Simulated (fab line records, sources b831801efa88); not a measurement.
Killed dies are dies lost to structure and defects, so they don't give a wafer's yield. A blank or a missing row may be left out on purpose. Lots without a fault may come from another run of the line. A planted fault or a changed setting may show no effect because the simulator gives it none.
A struck lot beside a sound one | flow sky130 | 43 steps out of a route of 708
Sound: wafers L570.2, L570.3, L570.4. Struck: wafer L589.1. (L589.2, L589.4 of the same lot were not struck and are left out.) The cause comes at the end.
At each step with rows: each side's tool, then ch and its chambers, then its first start. Under that, the readings that differ: sound wafers | struck wafers | difference of the means | sigmas: that difference in standard deviations of wafers without a fault.
alike: readings whose means differ by less than 2 such deviations, and words and numbers that are the same on both sides. not compared: withheld readings, readings that some wafer has no value for, bounds like >300 that may hide the same value, and numbers for which the record gives no deviation and whose values overlap.
The two part at a step that has a row with sigmas, a row that says differs or no value, or rows on one side only. Numbers that don't overlap but have no deviation are shown without sigmas and don't part them. A reading that every wafer of one side lacks parts them only if that side has two wafers or more.

first, 4 steps without rows for these wafers: SKY_VIA2_SOFTBAKE_08 (time 90 s); SKY_VIA2_EXPOSE_09 (exposes mask VIM2, target cd 200 nm); SKY_VIA2_PEB_10; SKY_VIA2_DEVELOP_11 (develop time 60 s).
SKY_VIA2_CD_MEAS_12: target cd 200 nm.
  sound on cd_sem-01, day 36 04:10; struck on cd_sem-01, day 42 13:12
  alike: cd_nm
SKY_VIA2_OVL_MEAS_13:
  sound on overlay-01, day 36 04:16; struck on overlay-01, day 42 13:19
  alike: VIA2_OVL
then, 2 steps without rows for these wafers: SKY_VIA2_ETCH_14 (etches BARC in N2/H2, stops on SiO2, time 45.9 s, target depth 60 nm); SKY_VIA2_ETCH_15 (etches SiO2 in C4F8/O2/Ar, stops on TiN, target depth 546 nm, time 84 s).
SKY_VIA2_STRIP_16: strips in O2/N2.
  sound on plasma_asher-03 ch 0,1, day 36 04:25; struck on plasma_asher-04 ch 0, day 42 13:28
  alike: chamber_pressure_mTorr, drypump_motor_current_A, oes_product_au, strip_time_to_endpoint_s
  not compared: rf_hours_counter_h
then, 3 steps without rows for these wafers: SKY_VIA2_STRIP_17 (strips in post etch residue remover, time 1200 s); SKY_VIA2_CLEAN_18 (cleans in IPA, time 180 s); SKY_VIA2_CLEAN_19 (cleans in O3/DIW).
SKY_VIA2_SPUTTER_20: material TiN, target thk 20 nm, time 80 s.
  sound on pvd_sputter-04, day 36 05:01; struck on pvd_sputter-02, day 42 14:03
  alike: throttle_valve_pct
SKY_VIA2_CVD_21: deposits W, target thk 420 nm, time 126.4 s.
  sound on cvd_w-01 ch 0, day 36 05:07; struck on cvd_w-02 ch 1, day 42 14:07
  reading            | sound       | struck | difference | sigmas
  heater_power_w (W) | 691 686 696 | 914    | +223       | +2
  alike: heater_power_outer_w
SKY_VIA2_RS_MEAS_22: measures by four-point-probe.
  sound on film_metro-04, day 36 05:21; struck on film_metro-01, day 42 14:14
  alike: VIA2_W_RS
SKY_VIA2_THK_MEAS_23: measures by xrf.
  sound on film_metro-04, day 36 05:28; struck on film_metro-01, day 42 14:22
  alike: VIA2_W_THK
then, 1 step without rows for these wafers: SKY_VIA2_CMP_24 (polishes, stops on SiO2, t overpolish 20 s, target thk 0 nm).
SKY_METAL3_SPUTTER_00: material Ti, target thk 15 nm, time 10 s.
  sound on pvd_sputter-01, day 36 05:49; struck on pvd_sputter-04, day 42 14:43
  alike: throttle_valve_pct
then, 1 step without rows for these wafers: SKY_METAL3_SPUTTER_01 (material TiN, target thk 20 nm, time 16.7 s).
SKY_METAL3_SPUTTER_02: material AlCu, target thk 735 nm, time 39.1 s.
  sound on pvd_sputter-01, day 36 05:52; struck on pvd_sputter-04, day 42 14:46
  alike: throttle_valve_pct
then, 3 steps without rows for these wafers: SKY_METAL3_SPUTTER_03 (material Ti, target thk 5 nm, time 3.3 s); SKY_METAL3_SPUTTER_04 (material TiN, target thk 70 nm, time 58.3 s); SKY_CAPM_CVD_00 (deposits SiO2, target thk 15.5 nm).
SKY_CAPM_THK_MEAS_01:
  sound on film_metro-02, day 36 06:00; struck on film_metro-01, day 42 14:54
  alike: CAPM_CVD_00_THK
SKY_CAPM_SPUTTER_02: material TiN, target thk 200 nm, time 166.7 s.
  sound on pvd_sputter-02, day 36 06:03; struck on pvd_sputter-01, day 42 14:58
  alike: substrate_temp_c, throttle_valve_pct
SKY_CAPM_RS_MEAS_03: measures by four-point-probe.
  sound on film_metro-04, day 36 06:10; struck on film_metro-02, day 42 15:04
  alike: CAPM_TIN_RS
SKY_CAPM_THK_MEAS_04: measures by xrf.
  sound on film_metro-04, day 36 06:17; struck on film_metro-02, day 42 15:11
  alike: CAPM_TIN_THK
then, 7 steps without rows for these wafers: SKY_CAPM_DEHYDRATE_05 (time 60 s); SKY_CAPM_HMDS_06 (prime time 60 s); SKY_CAPM_COAT_07 (resist thk 1140 nm); SKY_CAPM_SOFTBAKE_08 (time 60 s); SKY_CAPM_EXPOSE_09 (exposes mask CAPM, target cd 1000 nm); SKY_CAPM_PEB_10; SKY_CAPM_DEVELOP_11 (develop time 60 s).
SKY_CAPM_OVL_MEAS_12:
  sound on overlay-02, day 37 08:09; struck on overlay-01, day 43 13:53
  alike: CAPM_OVL
then, 7 steps without rows for these wafers: SKY_CAPM_METAL_ETCH_13 (etches TiN in Cl2/BCl3, stops on SiO2, target depth 220 nm, time 62.9 s); SKY_CAPM_STRIP_14 (strips in O2/N2); SKY_CAPM_STRIP_15 (strips in post etch residue remover, time 1200 s); SKY_CAPM_CLEAN_16 (cleans in IPA, time 180 s); SKY_CAPM_CLEAN_17 (cleans in O3/DIW); SKY_METAL3_DEHYDRATE_05 (time 60 s); SKY_METAL3_HMDS_06 (prime time 60 s).
-- the record jumps here: 7 days lie between the struck wafers' starts before and after (it left off in module METAL3 and takes up again in module PAD_OPEN, whose first step shown is number 708 of the route) --
SKY_PAD_OPEN_PROBE_99:
  sound on prober-01, day 45 18:12; struck on prober-01, day 50 11:38
  reading                               | sound            | struck | difference | sigmas
  defect_limited_yield (%)              | 80.1 81.1 82.5   | 70.7   | -10.5      | -6
  killed_at_M0_to_M3                    | 50 54 38         | 99     | +52        | +8
  killed_dies                           | 98 93 86         | 144    | +52        | +6
  sort_bin_3_pad_short (%)              | 2.2 0 0.6        | 4.3    | +3.4       | +7
  sort_bin_5_function (%)               | 7.9 12.2 10.4    | 17.1   | +6.9       | +4
  sort_n_pass                           | 394 399 406      | 348    | -52        | -6
  sort_yield_pct (%)                    | 80.1 81.1 82.5   | 70.7   | -10.5      | -6
  model.etest.tester.sort_n_pass        | 394 399 406      | 348    | -52        |
  model.etest.tester.sort_yield_pct (%) | 80.08 81.1 82.52 | 70.73  | -10.50     |
  model.etest.tester.sort_bin_5_pct (%) | 7.927 12.2 10.37 | 17.07  | +6.90      |
  model.etest.tester.sort_bin_3_pct (%) | 2.236 0 0.6098   | 4.268  | +3.319     |
  alike: killed_at_M4_up, killed_at_contacts, killed_at_front_end, killed_at_other, killed_open, killed_short, sort_bin_6_memory

WHERE THEY PART
First at SKY_VIA2_CVD_21; last, within this record, at SKY_PAD_OPEN_PROBE_99.

WHY: what the simulator had put in
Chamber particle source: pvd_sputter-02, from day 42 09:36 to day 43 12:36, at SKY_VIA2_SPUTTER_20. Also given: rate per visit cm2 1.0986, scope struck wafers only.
